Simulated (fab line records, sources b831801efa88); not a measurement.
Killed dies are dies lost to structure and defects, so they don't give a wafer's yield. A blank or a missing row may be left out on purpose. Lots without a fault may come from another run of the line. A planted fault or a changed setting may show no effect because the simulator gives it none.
fab line records | flow gf180mcu
record lots=5 wafers=15 last_day=33
route steps=602 shown M1@322 V1@335
lots that met no fault: from a run of the same line without faults
start_h: hours from the record's first day to the start of the lot's first wafer shown | wait_h: hours since the lot's step before | " the same as in the row above | L1.1+2: a row that stands for several wafers | - no value, or no start given | * or withheld: withheld | < > ~ a bound
route shown NAME@n: a module of which the file shows steps, and the number in the route of the first | usual: mean/standard deviation of fault-free wafers | same: alike in all rows | chamber/n: place in a boat | sites: the reading at each site | _std_site: their standard deviation | _edge_site: outer sites' mean less inner sites' | radius_mm: how far each site lies from the wafer's centre | mask NAME#n: copy n | behind: the tool/chamber that last shaped the wafer | hold: why the lot was held/for how many hours/how that ended | device: the transistor (n, p or np) that didn't switch | end of line: the same wafers' tests at the end of the route | a step without rows: its recipe alone | killed: dies lost to structure and defects at the first sort, not the wafer's yield | map: a wafer's dies, x killed, . not, _ none there
set.NAME: the setting as run; set.NAME@STEP: as run at that earlier step | model.NAME: the simulator's own value behind a step, which no gauge read
lots at some steps of the route; a table a step, a row a wafer
services: from which hour (start_h, from the record's first day; less than 0 if before it) a tool's chamber was out of use, for how many hours, and why
## steps
# step GF_M1_DEHYDRATE_07
# recipe temp_c=200 time_s=60
# usual resist_line_temp_C=22.97/0.11
# columns lot.wafer tool chamber start_h wait_h resist_line_temp_C
L076.2 litho_track-02 0 389.54 10.4 23.06
L076.5 " 0 " " 22.90
L076.6 " 0 " " 23.06
L084.2 litho_track-03 0 460.28 11.8 23.07
L084.3 " 0 " " 23.14
L084.4 " 0 " " 23.19
L085.1 litho_track-02 0 476.66 11.6 22.87
L085.4 " 0 " " 22.91
L085.6 " 0 " " 22.84
L089.1 litho_track-04 0 508.44 10.9 22.88
L089.3 " 0 " " 23.02
L089.5 " 0 " " 23.13
L091.1 litho_track-04 0 524.69 11.4 22.81
L091.2 " 0 " " 22.83
L091.5 " 0 " " 22.84
# step GF_M1_HMDS_08
# recipe prime_time_s=60 prime_temp_c=120
# usual resist_line_temp_C=23.02/0.12
# columns lot.wafer tool chamber start_h wait_h resist_line_temp_C
L076.2 litho_track-02 0 389.69 0.1 22.95
L076.5 " 0 " " 23.08
L076.6 " 0 " " 23.04
L084.2 litho_track-03 0 460.43 0.1 22.91
L084.3 " 0 " " 23.00
L084.4 " 0 " " 22.87
L085.1 litho_track-02 0 476.81 0.1 22.96
L085.4 " 0 " " 23.03
L085.6 " 0 " " 23.05
L089.1 litho_track-04 0 508.59 0.1 22.85
L089.3 " 0 " " 23.02
L089.5 " 0 " " 22.94
L091.1 litho_track-04 0 524.84 0.1 23.10
L091.2 " 0 " " 22.98
L091.5 " 0 " " 23.04
# step GF_M1_COAT_09
# recipe resist=KrF spin_rpm=withheld resist_thk_nm=1000
# usual resist_line_temp_C=23.00/0.11
# columns lot.wafer tool chamber start_h wait_h resist_line_temp_C
L076.2 litho_track-02 0 389.84 0.1 23.02
L076.5 " 0 " " 23.09
L076.6 " 0 " " 23.09
L084.2 litho_track-03 0 460.58 0.1 22.93
L084.3 " 0 " " 23.00
L084.4 " 0 " " 22.97
L085.1 litho_track-02 0 476.96 0.1 23.19
L085.4 " 0 " " 22.94
L085.6 " 0 " " 23.03
L089.1 litho_track-04 0 508.74 0.1 22.98
L089.3 " 0 " " 23.04
L089.5 " 0 " " 23.05
L091.1 litho_track-04 0 524.99 0.1 22.91
L091.2 " 0 " " 22.78
L091.5 " 0 " " 22.86
# step GF_M1_SOFTBAKE_10
# recipe temp_c=130 time_s=60 resist=KrF
# usual resist_line_temp_C=23.00/0.1
# columns lot.wafer tool chamber start_h wait_h resist_line_temp_C
L076.2 litho_track-02 0 389.99 0.1 23.06
L076.5 " 0 " " 22.88
L076.6 " 0 " " 23.05
L084.2 litho_track-03 0 460.73 0.1 23.11
L084.3 " 0 " " 22.89
L084.4 " 0 " " 23.07
L085.1 litho_track-02 0 477.11 0.1 22.93
L085.4 " 0 " " 22.94
L085.6 " 0 " " 22.90
L089.1 litho_track-04 0 508.89 0.1 22.98
L089.3 " 0 " " 23.11
L089.5 " 0 " " 23.16
L091.1 litho_track-04 0 525.14 0.1 23.01
L091.2 " 0 " " 22.97
L091.5 " 0 " " 23.03
# step GF_M1_EXPOSE_11
# recipe mask_id=Metal1 target_cd_nm=230 na=0.68 source_shape=conventional sigma_outer=0.6 dose_mj=28
# usual focus_offset_nm=0.0/0.49
# columns lot.wafer tool chamber start_h wait_h mask focus_offset_nm
L076.2 krf_scanner-01 0 - - Metal1#0 0.5
L076.5 " 0 " " Metal1#0 -0.1
L076.6 " 0 " " Metal1#0 -0.3
L084.2 krf_scanner-02 0 - - Metal1#0 0.3
L084.3 " 0 " " Metal1#0 0.9
L084.4 " 0 " " Metal1#0 -0.2
L085.1 krf_scanner-01 0 - - Metal1#0 0.5
L085.4 " 0 " " Metal1#0 -0.3
L085.6 " 0 " " Metal1#0 0.2
L089.1 krf_scanner-01 0 - - Metal1#0 0.1
L089.3 " 0 " " Metal1#0 0.3
L089.5 " 0 " " Metal1#0 -0.9
L091.1 krf_scanner-02 0 - - Metal1#0 1.1
L091.2 " 0 " " Metal1#0 0.8
L091.5 " 0 " " Metal1#0 0.2
# step GF_M1_PEB_12
# recipe peb_temp_c=135 peb_time_s=90 resist=KrF
# usual resist_line_temp_C=23.00/0.084
# columns lot.wafer tool chamber start_h wait_h resist_line_temp_C
L076.2 litho_track-04 0 - - 22.97
L076.5 " 0 " " 23.09
L076.6 " 0 " " 23.03
L084.2 litho_track-04 0 - - 23.12
L084.3 " 0 " " 22.94
L084.4 " 0 " " 22.99
L085.1 litho_track-04 0 - - 22.96
L085.4 " 0 " " 22.83
L085.6 " 0 " " 23.03
L089.1 litho_track-03 0 - - 22.91
L089.3 " 0 " " 23.15
L089.5 " 0 " " 23.00
L091.1 litho_track-03 0 - - 23.11
L091.2 " 0 " " 22.99
L091.5 " 0 " " 23.24
# step GF_M1_DEVELOP_13
# recipe develop_time_s=60 dev_temp_c=21
# usual resist_line_temp_C=23.01/0.094
# columns lot.wafer tool chamber start_h wait_h resist_line_temp_C
L076.2 litho_track-04 0 401.56 0.2 23.05
L076.5 " 0 " " 23.07
L076.6 " 0 " " 23.02
L084.2 litho_track-04 0 472.56 0.2 22.97
L084.3 " 0 " " 22.95
L084.4 " 0 " " 22.93
L085.1 litho_track-04 0 488.94 0.2 22.92
L085.4 " 0 " " 23.08
L085.6 " 0 " " 23.06
L089.1 litho_track-03 0 520.96 0.2 23.02
L089.3 " 0 " " 22.88
L089.5 " 0 " " 22.91
L091.1 litho_track-03 0 536.81 0.2 23.00
L091.2 " 0 " " 22.99
L091.5 " 0 " " 22.98
# step GF_M1_CD_MEAS_14
# recipe target_cd_nm=230
# usual cd_nm=229.7/1.2
# columns lot.wafer tool chamber start_h wait_h cd_nm
L076.2 cd_sem-01 - 401.71 0.1 230.4
L076.5 " - " " 232.3
L076.6 " - " " 229.9
L084.2 cd_sem-01 - 472.71 0.1 229.2
L084.3 " - " " 229.1
L084.4 " - " " 228.9
L085.1 cd_sem-01 - 489.09 0.1 229.3
L085.4 " - " " 228.8
L085.6 " - " " 230.3
L089.1 cd_sem-01 - 521.11 0.1 228.6
L089.3 " - " " 229.7
L089.5 " - " " 227.9
L091.1 cd_sem-01 - 536.96 0.1 228.1
L091.2 " - " " 227.9
L091.5 " - " " 228.8
# step GF_M1_OVL_MEAS_15
# usual M1_OVL=1/5.1
# columns lot.wafer tool chamber start_h wait_h M1_OVL[nm]
L076.2 overlay-01 - 401.82 0.1 1
L076.5 " - " " -2
L076.6 " - " " 5
L084.2 overlay-02 - 472.81 0.1 -10
L084.3 " - " " -6
L084.4 " - " " -6
L085.1 overlay-01 - 489.21 0.1 -6
L085.4 " - " " -2
L085.6 " - " " 4
L089.1 overlay-01 - 521.23 0.1 0
L089.3 " - " " 0
L089.5 " - " " 1
L091.1 overlay-02 - 537.08 0.1 5
L091.2 " - " " 6
L091.5 " - " " 6
# step GF_M1_METAL_ETCH_16
# recipe chemistry=Cl2/BCl3 mask_material=KrF target_depth_nm=627.5 stop_on=SiO2 pressure_mtorr=8 icp_w=800 bias_w=140 Cl2_flow_sccm=80 bcl3_flow_sccm=40 time_s=104.6
# usual drypump_motor_current_A=5.8/0.55 oes_product_au=0.971/0.0069 throttle_valve_pct=28.249/0.011
# columns lot.wafer tool chamber start_h wait_h drypump_motor_current_A oes_product_au rf_hours_counter_h throttle_valve_pct
L076.2 rie_metal-02 0 401.85 0.0 5.1 0.978 1 28.220
L076.5 " 1 " " 5.8 0.976 - 28.259
L076.6 " 0 " " 5.1 0.974 - 28.247
L084.2 rie_metal-03 1 472.84 0.0 5.9 0.969 1 28.256
L084.3 " 0 " " 5.4 0.973 - 28.254
L084.4 " 1 " " 5.9 0.972 - 28.255
L085.1 rie_metal-04 1 489.24 0.0 6.7 0.972 8 28.260
L085.4 " 1 " " 6.7 0.966 - 28.244
L085.6 " 1 " " 6.7 0.972 - 28.237
L089.1 rie_metal-02 0 521.26 0.0 5.1 0.972 3 28.248
L089.3 " 0 " " 5.1 0.973 - 28.246
L089.5 " 0 " " 5.1 0.964 - 28.246
L091.1 rie_metal-03 0 537.11 0.0 5.4 0.983 8 28.221
L091.2 " 1 " " 5.9 0.984 3 28.261
L091.5 " 1 " " 5.9 0.962 - 28.245
# step GF_M1_STRIP_17
# recipe chemistry=O2/N2 power_w=1400 pressure_mtorr=1500 platen_temp_c=250 o2_flow_sccm=3000 n2_flow_sccm=300 overash_fraction=0.5
# usual drypump_motor_current_A=6.02/0.26 heater_power_w=320/34 oes_product_au=0.557/0.0048 platen_temp_c=250.01/0.2 strip_time_to_endpoint_s=7.87/0.063
# same overash_fraction=0.5
# columns lot.wafer tool chamber start_h wait_h drypump_motor_current_A heater_power_w oes_product_au platen_temp_c rf_hours_counter_h strip_time_to_endpoint_s
L076.2 plasma_asher-03 1 401.96 0.1 5.72 317 0.558 250.06 29 7.88
L076.5 " 0 " " 6.00 287 0.555 249.79 - 7.81
L076.6 " 1 " " 5.67 320 0.562 250.32 - 7.89
L084.2 plasma_asher-01 0 472.99 0.1 6.48 389 0.555 249.89 87 7.78
L084.3 " 1 " " 5.59 384 0.560 250.07 - 7.78
L084.4 " 0 " " 6.47 381 0.553 250.12 - 7.76
L085.1 plasma_asher-04 0 489.47 0.2 6.18 311 0.564 249.94 7 7.93
L085.4 " 1 " " 6.08 299 0.563 250.20 - 7.96
L085.6 " 1 " " 6.10 294 0.557 250.20 - 7.97
L089.1 plasma_asher-04 1 521.37 0.1 6.09 295 0.555 249.86 10 7.84
L089.3 " 1 " " 6.09 300 0.555 249.89 - 7.85
L089.5 " 1 " " 6.08 290 0.552 249.84 - 7.80
L091.1 plasma_asher-01 0 537.22 0.1 6.51 382 0.563 250.11 93 7.86
L091.2 " 1 " " 5.60 386 0.556 250.10 93 7.84
L091.5 " 0 " " 6.50 380 0.561 250.21 - 7.84
# step GF_M1_STRIP_18
# recipe chemistry=post_etch_residue_remover time_s=1200 temp_c=72.5
# usual bath_guard_temp_C=72.4/0.47
# columns lot.wafer tool chamber start_h wait_h bath_guard_temp_C
L076.2 wet_bench-01 2 402.06 0.1 72.5
L076.5 " 2 " " 72.2
L076.6 " 2 " " 72.4
L084.2 wet_bench-04 3 473.09 0.1 73.0
L084.3 " 3 " " 72.6
L084.4 " 3 " " 72.9
L085.1 wet_bench-01 1 489.57 0.1 72.4
L085.4 " 1 " " 72.6
L085.6 " 1 " " 72.7
L089.1 wet_bench-01 0 521.47 0.1 73.0
L089.3 " 0 " " 73.0
L089.5 " 0 " " 73.1
L091.1 wet_bench-01 2 537.32 0.1 72.2
L091.2 " 2 " " 72.5
L091.5 " 2 " " 72.7
# step GF_M1_CLEAN_19
# recipe chemistry=DIW dry=n2_spin
# columns lot.wafer tool chamber start_h wait_h
L076.2+5+6 wet_bench-01 2 402.43 0.0
L084.2+3+4 wet_bench-02 1 473.47 0.0
L085.1+4+6 wet_bench-04 1 489.91 0.0
L089.1+3+5 wet_bench-02 2 521.82 0.0
L091.1+2+5 wet_bench-04 3 537.67 0.0
# step GF_V1_CVD_00
# recipe material=SiO2 target_thk_nm=600 sigma_open_frac=0.3 temp_c=400 time_s=100 sih4_flow_sccm=60 pressure_mtorr=6
# usual pressure_mtorr=5.999/0.012
# columns lot.wafer tool chamber start_h wait_h pressure_mtorr
L076.2 hdpcvd-01 1 402.52 0.0 6.005
L076.5 " 0 " " 5.992
L076.6 " 1 " " 5.976
L084.2 hdpcvd-02 0 473.56 0.0 5.993
L084.3 " 1 " " 6.003
L084.4 " 0 " " 6.001
L085.1 hdpcvd-01 2 490.00 0.0 6.004
L085.4 " 2 " " 6.001
L085.6 " 0 " " 5.999
L089.1 hdpcvd-02 2 521.91 0.0 6.001
L089.3 " 1 " " 6.018
L089.5 " 1 " " 5.987
L091.1 hdpcvd-02 1 537.76 0.0 5.987
L091.2 " 0 " " 6.028
L091.5 " 0 " " 6.016
# step GF_V1_THK_MEAS_01
# recipe reads=SiO2_of_V1_CVD_00
# usual V1_CVD_00_THK=598/6.5
# columns lot.wafer tool chamber start_h wait_h V1_CVD_00_THK[nm]
L076.2 film_metro-02 - 402.60 0.0 597
L076.5 " - " " 594
L076.6 " - " " 594
L084.2 film_metro-02 - 473.68 0.1 596
L084.3 " - " " 600
L084.4 " - " " 599
L085.1 film_metro-03 - 490.07 0.0 605
L085.4 " - " " 607
L085.6 " - " " 609
L089.1 film_metro-03 - 521.98 0.0 596
L089.3 " - " " 603
L089.5 " - " " 609
L091.1 film_metro-03 - 537.83 0.0 593
L091.2 " - " " 601
L091.5 " - " " 599
# step GF_V1_CVD_02
# recipe material=SiO2 target_thk_nm=850 precursor=TEOS temp_c=400 time_s=94.851 rf_w=600
# usual heater_power_w=658/84
# columns lot.wafer tool chamber start_h wait_h heater_power_w
L076.2 pecvd-03 1 402.65 0.0 621
L076.5 " 2 " " 654
L076.6 " 0 " " 669
L084.2 pecvd-04 0 473.73 0.0 644
L084.3 " 2 " " 749
L084.4 " 0 " " 683
L085.1 pecvd-02 1 490.13 0.1 617
L085.4 " 1 " " 485
L085.6 " 1 " " 548
L089.1 pecvd-04 1 522.04 0.1 769
L089.3 " 0 " " 608
L089.5 " 1 " " 611
L091.1 pecvd-02 1 537.89 0.1 559
L091.2 " 2 " " 625
L091.5 " 2 " " 491
# step GF_V1_THK_MEAS_03
# recipe reads=SiO2_of_V1_CVD_02
# usual V1_CVD_02_THK=848/10
# columns lot.wafer tool chamber start_h wait_h V1_CVD_02_THK[nm]
L076.2 film_metro-03 - 402.73 0.0 831
L076.5 " - " " 848
L076.6 " - " " 860
L084.2 film_metro-03 - 473.81 0.0 835
L084.3 " - " " 847
L084.4 " - " " 858
L085.1 film_metro-01 - 490.24 0.1 832
L085.4 " - " " 859
L085.6 " - " " 852
L089.1 film_metro-02 - 522.11 0.0 852
L089.3 " - " " 839
L089.5 " - " " 848
L091.1 film_metro-03 - 537.96 0.0 822
L091.2 " - " " 835
L091.5 " - " " 848
# step GF_V1_CMP_04
# recipe material=SiO2 down_force_psi=4 platen_rpm=60 pad_velocity_m_s=0.94248
# usual edge_zone_pressure_frac=1.000/0.005 head_pressure_psi=4.000/0.0084 motor_current_A=12.0/0.89 time_to_endpoint_s=80/4.9
# columns lot.wafer tool chamber start_h wait_h edge_zone_pressure_frac head_pressure_psi motor_current_A time_to_endpoint_s
L076.2 cmp-01 1 402.78 0.0 1.001 4.003 12.5 73
L076.6 " 1 " " 1.007 4.001 13.2 83
L076.5 " 2 " " 0.994 3.997 11.8 84
L084.3 cmp-01 3 473.86 0.0 0.993 3.992 12.3 76
L084.2 " 1 " " 0.993 4.014 13.7 73
L084.4 " 2 " " 0.999 4.009 11.7 77
L085.1 cmp-01 3 490.35 0.1 1.004 4.021 12.3 74
L085.4 " 1 " " 1.006 3.994 13.2 90
L085.6 " 2 " " 1.002 3.992 12.0 85
L089.1 cmp-02 3 522.22 0.1 1.002 4.012 11.8 89
L089.3 " 0 " " 1.001 4.005 13.0 81
L089.5 " 2 " " 0.999 3.996 11.3 86
L091.1 cmp-02 1 538.07 0.1 1.002 4.008 10.8 73
L091.2 " 3 " " 0.999 3.997 11.5 74
L091.5 " 1 " " 1.007 4.013 10.9 82
# step GF_V1_BOW_MEAS_05
# recipe mode=bow
# usual V1_BOW=83/6.4
# columns lot.wafer tool chamber start_h wait_h V1_BOW[um]
L076.2 film_metro-02 - 403.10 0.3 91
L076.5 " - " " 78
L076.6 " - " " 88
L084.2 film_metro-01 - 474.18 0.2 95
L084.3 " - " " 84
L084.4 " - " " 90
L085.1 film_metro-03 - 490.60 0.2 86
L085.4 " - " " 91
L085.6 " - " " 76
L089.1 film_metro-02 - 522.47 0.2 84
L089.3 " - " " 85
L089.5 " - " " 88
L091.1 film_metro-01 - 538.34 0.2 79
L091.2 " - " " 79
L091.5 " - " " 76
# step GF_V1_DEHYDRATE_06
# recipe temp_c=200 time_s=60
# usual resist_line_temp_C=22.99/0.11
# columns lot.wafer tool chamber start_h wait_h resist_line_temp_C
L076.2 litho_track-01 0 413.34 10.2 23.00
L076.5 " 0 " " 23.09
L076.6 " 0 " " 23.08
L084.2 litho_track-02 0 485.54 11.3 22.96
L084.3 " 0 " " 23.12
L084.4 " 0 " " 22.93
L085.1 litho_track-01 0 502.32 11.7 23.08
L085.4 " 0 " " 22.90
L085.6 " 0 " " 23.23
L089.1 litho_track-02 0 533.26 10.8 23.12
L089.3 " 0 " " 23.08
L089.5 " 0 " " 23.05
L091.1 litho_track-01 0 549.27 10.9 23.14
L091.2 " 0 " " 23.19
L091.5 " 0 " " 23.20
# step GF_V1_HMDS_07
# recipe prime_time_s=60 prime_temp_c=120
# usual resist_line_temp_C=22.97/0.096
# columns lot.wafer tool chamber start_h wait_h resist_line_temp_C
L076.2 litho_track-01 0 413.49 0.1 22.98
L076.5 " 0 " " 23.01
L076.6 " 0 " " 23.05
L084.2 litho_track-02 0 485.69 0.1 23.10
L084.3 " 0 " " 23.05
L084.4 " 0 " " 23.05
L085.1 litho_track-01 0 502.47 0.1 22.93
L085.4 " 0 " " 22.84
L085.6 " 0 " " 22.92
L089.1 litho_track-02 0 533.41 0.1 23.12
L089.3 " 0 " " 23.04
L089.5 " 0 " " 22.92
L091.1 litho_track-01 0 549.42 0.1 22.91
L091.2 " 0 " " 22.87
L091.5 " 0 " " 22.94
# step GF_V1_COAT_08
# recipe resist=BARC temp_c=withheld time_s=withheld spin_rpm=withheld resist_thk_nm=withheld
# usual resist_line_temp_C=*
# columns lot.wafer tool chamber start_h wait_h resist_line_temp_C
L076.2 litho_track-01 0 413.64 0.1 *
L076.5 " 0 " " *
L076.6 " 0 " " *
L084.2 litho_track-02 0 485.84 0.1 *
L084.3 " 0 " " *
L084.4 " 0 " " *
L085.1 litho_track-01 0 502.62 0.1 *
L085.4 " 0 " " *
L085.6 " 0 " " *
L089.1 litho_track-02 0 533.56 0.1 *
L089.3 " 0 " " *
L089.5 " 0 " " *
L091.1 litho_track-01 0 549.57 0.1 *
L091.2 " 0 " " *
L091.5 " 0 " " *
# step GF_V1_COAT_09
# recipe resist=KrF spin_rpm=withheld resist_thk_nm=1000
# usual resist_line_temp_C=23.01/0.11
# columns lot.wafer tool chamber start_h wait_h resist_line_temp_C
L076.2 litho_track-01 0 - - 22.88
L076.5 " 0 " " 23.11
L076.6 " 0 " " 23.07
L084.2 litho_track-02 0 - - 22.98
L084.3 " 0 " " 22.93
L084.4 " 0 " " 22.98
L085.1 litho_track-01 0 - - 22.78
L085.4 " 0 " " 22.91
L085.6 " 0 " " 23.04
L089.1 litho_track-02 0 - - 22.89
L089.3 " 0 " " 23.01
L089.5 " 0 " " 22.99
L091.1 litho_track-01 0 - - 23.24
L091.2 " 0 " " 23.27
L091.5 " 0 " " 23.14
# step GF_V1_SOFTBAKE_10
# recipe temp_c=130 time_s=60 resist=KrF
# usual resist_line_temp_C=23.00/0.097
# columns lot.wafer tool chamber start_h wait_h resist_line_temp_C
L076.2 litho_track-01 0 - - 22.98
L076.5 " 0 " " 22.83
L076.6 " 0 " " 22.93
L084.2 litho_track-02 0 - - 23.08
L084.3 " 0 " " 22.96
L084.4 " 0 " " 22.88
L085.1 litho_track-01 0 - - 23.06
L085.4 " 0 " " 22.95
L085.6 " 0 " " 23.09
L089.1 litho_track-02 0 - - 23.06
L089.3 " 0 " " 23.03
L089.5 " 0 " " 23.14
L091.1 litho_track-01 0 - - 23.05
L091.2 " 0 " " 23.13
L091.5 " 0 " " 23.13
# step GF_V1_EXPOSE_11
# recipe mask_id=Via1 target_cd_nm=260 na=0.68 source_shape=conventional sigma_outer=0.6 dose_mj=38
# usual focus_offset_nm=0.1/0.52
# columns lot.wafer tool chamber start_h wait_h mask focus_offset_nm
L076.2 krf_scanner-02 0 - - Via1#0 0.5
L076.5 " 0 " " Via1#0 0.5
L076.6 " 0 " " Via1#0 -0.2
L084.2 krf_scanner-02 0 - - Via1#0 1.0
L084.3 " 0 " " Via1#0 0.0
L084.4 " 0 " " Via1#0 0.7
L085.1 krf_scanner-01 0 - - Via1#0 0.3
L085.4 " 0 " " Via1#0 0.1
L085.6 " 0 " " Via1#0 0.3
L089.1 krf_scanner-02 0 - - Via1#0 -0.7
L089.3 " 0 " " Via1#0 -1.3
L089.5 " 0 " " Via1#0 -0.2
L091.1 krf_scanner-01 0 - - Via1#0 0.2
L091.2 " 0 " " Via1#0 0.2
L091.5 " 0 " " Via1#0 0.5
# step GF_V1_PEB_12
# recipe peb_temp_c=135 peb_time_s=90 resist=KrF
# usual resist_line_temp_C=22.99/0.094
# columns lot.wafer tool chamber start_h wait_h resist_line_temp_C
L076.2 litho_track-02 0 - - 23.09
L076.5 " 0 " " 23.15
L076.6 " 0 " " 22.90
L084.2 litho_track-02 0 - - 23.03
L084.3 " 0 " " 22.78
L084.4 " 0 " " 22.86
L085.1 litho_track-03 0 - - 22.98
L085.4 " 0 " " 22.97
L085.6 " 0 " " 22.85
L089.1 litho_track-01 0 - - 23.10
L089.3 " 0 " " 23.14
L089.5 " 0 " " 22.87
L091.1 litho_track-02 0 - - 22.95
L091.2 " 0 " " 22.83
L091.5 " 0 " " 23.01
# step GF_V1_DEVELOP_13
# recipe develop_time_s=60 resist=KrF dev_temp_c=21
# usual resist_line_temp_C=23.00/0.09
# columns lot.wafer tool chamber start_h wait_h resist_line_temp_C
L076.2 litho_track-02 0 425.54 0.2 23.13
L076.5 " 0 " " 23.19
L076.6 " 0 " " 23.03
L084.2 litho_track-02 0 497.64 0.2 23.08
L084.3 " 0 " " 23.04
L084.4 " 0 " " 23.18
L085.1 litho_track-03 0 514.66 0.2 22.96
L085.4 " 0 " " 22.90
L085.6 " 0 " " 22.95
L089.1 litho_track-01 0 545.57 0.2 23.08
L089.3 " 0 " " 22.89
L089.5 " 0 " " 23.02
L091.1 litho_track-02 0 561.01 0.2 22.82
L091.2 " 0 " " 22.87
L091.5 " 0 " " 23.00
# step GF_V1_CD_MEAS_14
# recipe target_cd_nm=260
# usual cd_nm=260.3/1.1
# columns lot.wafer tool chamber start_h wait_h cd_nm
L076.2 cd_sem-01 - 425.68 0.1 258.9
L076.5 " - " " 259.5
L076.6 " - " " 259.2
L084.2 cd_sem-02 - 497.78 0.1 260.1
L084.3 " - " " 259.2
L084.4 " - " " 259.3
L085.1 cd_sem-02 - 514.81 0.1 260.8
L085.4 " - " " 260.8
L085.6 " - " " 261.7
L089.1 cd_sem-01 - 545.72 0.1 259.1
L089.3 " - " " 258.9
L089.5 " - " " 257.8
L091.1 cd_sem-01 - 561.16 0.1 260.3
L091.2 " - " " 259.3
L091.5 " - " " 259.0
# step GF_V1_OVL_MEAS_15
# usual V1_OVL=2/5.3
# columns lot.wafer tool chamber start_h wait_h V1_OVL[nm]
L076.2 overlay-01 - 425.79 0.1 -1
L076.5 " - " " -11
L076.6 " - " " 2
L084.2 overlay-02 - 497.89 0.1 0
L084.3 " - " " 4
L084.4 " - " " -1
L085.1 overlay-02 - 514.93 0.1 -7
L085.4 " - " " 6
L085.6 " - " " 4
L089.1 overlay-02 - 545.84 0.1 4
L089.3 " - " " 1
L089.5 " - " " 0
L091.1 overlay-02 - 561.28 0.1 0
L091.2 " - " " -1
L091.5 " - " " 3
# step GF_V1_ETCH_16
# recipe chemistry=N2/H2 target_depth_a=withheld overetch_a=withheld time_s=withheld target=BARC ion_energy_ev=200 source_w=500 bias_w=100 pressure_mtorr=30 n2_flow_sccm=100 h2_flow_sccm=200
# usual drypump_motor_current_A=5.8/0.46 oes_product_au=0.855/0.0049 throttle_valve_pct=13.226/0.0087
# columns lot.wafer tool chamber start_h wait_h drypump_motor_current_A oes_product_au throttle_valve_pct
L076.2 rie_diel-01 2 425.82 0.0 5.8 0.857 13.215
L076.5 " 1 " " 6.0 0.854 13.231
L076.6 " 0 " " 6.5 0.867 13.245
L084.2 rie_diel-03 2 497.92 0.0 5.7 0.860 13.236
L084.3 " 0 " " 5.8 0.862 13.232
L084.4 " 3 " " 5.2 0.850 13.234
L085.1 rie_diel-03 2 514.96 0.0 5.7 0.854 13.233
L085.4 " 2 " " 5.7 0.853 13.217
L085.6 " 3 " " 5.2 0.862 13.220
L089.1 rie_diel-01 0 545.87 0.0 6.6 0.854 13.226
L089.3 " 3 " " 5.1 0.850 13.227
L089.5 " 0 " " 6.5 0.840 13.224
L091.1 rie_diel-01 1 561.32 0.0 6.0 0.851 13.215
L091.2 " 0 " " 6.5 0.852 13.231
L091.5 " 0 " " 6.5 0.860 13.220
# step GF_V1_ETCH_17
# recipe chemistry=C4F8/O2/Ar mask_material=KrF target=SiO2 stop_on=TiN source_w=1500 bias_w=1200 pressure_mtorr=40 c4f8_flow_sccm=withheld O2_flow_sccm=6 Ar_flow_sccm=300 time_s=withheld target_depth_a=6300
# usual oes_product_au=0.856/0.0043
# columns lot.wafer tool chamber start_h wait_h oes_product_au
L076.2 rie_diel-01 2 - - 0.852
L076.5 " 1 " " 0.849
L076.6 " 0 " " 0.855
L084.2 rie_diel-03 2 - - 0.851
L084.3 " 0 " " 0.856
L084.4 " 3 " " 0.859
L085.1 rie_diel-03 2 - - 0.855
L085.4 " 2 " " 0.855
L085.6 " 3 " " 0.861
L089.1 rie_diel-01 0 - - 0.856
L089.3 " 3 " " 0.859
L089.5 " 0 " " 0.853
L091.1 rie_diel-01 1 - - 0.862
L091.2 " 0 " " 0.857
L091.5 " 0 " " 0.855
# step GF_V1_STRIP_18
# recipe chemistry=O2/N2 power_w=1400 pressure_mtorr=1500 platen_temp_c=250 o2_flow_sccm=3000 n2_flow_sccm=300 overash_fraction=0.5
# usual drypump_motor_current_A=6.05/0.14 heater_power_w=317/27 oes_product_au=0.593/0.0049 platen_temp_c=250.00/0.18
# same overash_fraction=0.5
# columns lot.wafer tool chamber start_h wait_h drypump_motor_current_A heater_power_w oes_product_au platen_temp_c rf_hours_counter_h
L076.2 plasma_asher-02 1 425.95 - 6.00 375 0.591 249.94 60
L076.5 " 1 " " 6.00 363 0.593 249.82 -
L076.6 " 0 " " 6.14 328 0.586 250.22 -
L084.2 plasma_asher-02 0 498.05 - 6.13 324 0.592 249.98 69
L084.3 " 1 " " 5.99 369 0.595 249.74 -
L084.4 " 0 " " 6.11 334 0.586 250.08 -
L085.1 plasma_asher-02 0 515.09 - 6.10 325 0.607 250.03 71
L085.4 " 1 " " 6.01 379 0.596 250.14 -
L085.6 " 0 " " 6.15 324 0.604 250.05 -
L089.1 plasma_asher-04 1 546.00 - 6.08 295 0.590 249.74 12
L089.3 " 1 " " 6.09 300 0.584 249.66 -
L089.5 " 1 " " 6.09 301 0.595 250.03 -
L091.1 plasma_asher-02 1 561.45 - 6.00 371 0.591 250.25 76
L091.2 " 0 " " 6.09 324 0.592 250.23 76
L091.5 " 1 " " 5.99 368 0.597 250.21 -
# step GF_V1_STRIP_19
# recipe chemistry=post_etch_residue_remover time_s=1200 temp_c=72.5
# usual bath_guard_temp_C=72.1/0.5
# columns lot.wafer tool chamber start_h wait_h bath_guard_temp_C
L076.2 wet_bench-02 3 426.05 0.1 72.6
L076.5 " 3 " " 72.4
L076.6 " 3 " " 72.6
L084.2 wet_bench-03 3 498.15 0.1 72.3
L084.3 " 3 " " 72.6
L084.4 " 3 " " 72.7
L085.1 wet_bench-03 2 515.19 0.1 72.3
L085.4 " 2 " " 72.2
L085.6 " 2 " " 72.5
L089.1 wet_bench-04 1 546.10 0.1 72.7
L089.3 " 1 " " 72.6
L089.5 " 1 " " 72.2
L091.1 wet_bench-03 0 561.55 0.1 72.5
L091.2 " 0 " " 72.6
L091.5 " 0 " " 72.3
# step GF_V1_CLEAN_20
# recipe chemistry=DIW dry=n2_spin
# columns lot.wafer tool chamber start_h wait_h
L076.2+5+6 wet_bench-04 0 426.39 0.0
L084.2+3+4 wet_bench-04 1 498.52 0.0
L085.1+4+6 wet_bench-04 1 515.53 0.0
L089.1+3+5 wet_bench-03 0 546.44 0.0
L091.1+2+5 wet_bench-02 0 561.89 0.0
## services
# columns tool chamber start_h hours kind
krf_scanner-01 - 371.29 0.8 pm
hdpcvd-02 - 382.95 2.3 repair
rie_diel-01 1 387.73 2.6 repair
krf_scanner-02 - 388.44 1.0 pm
krf_scanner-02 - 393.15 4.7 repair
cmp-01 - 404.00 4.0 pm
cmp-01 - 417.00 2.2 repair
plasma_asher-04 - 421.25 9.0 pm
krf_scanner-01 - 425.84 4.0 pm
krf_scanner-02 - 429.86 4.4 pm
rie_diel-03 1 430.05 2.8 repair
krf_scanner-01 - 434.24 1.3 pm
krf_scanner-02 - 436.96 0.8 pm
krf_scanner-01 - 444.06 1.0 pm
krf_scanner-02 - 447.51 1.3 pm
rie_diel-03 0 457.66 23.7 repair
rie_diel-01 - 476.44 1.3 repair
rie_diel-03 - 493.58 4.0 pm
rie_diel-01 3 505.38 3.6 repair
rie_diel-03 0 507.04 1.5 repair
rie_diel-01 - 513.36 2.8 pm
rie_diel-01 0 538.25 4.3 repair
krf_scanner-01 - 540.09 0.8 pm
krf_scanner-02 - 557.44 1.0 pm
## key
fault none
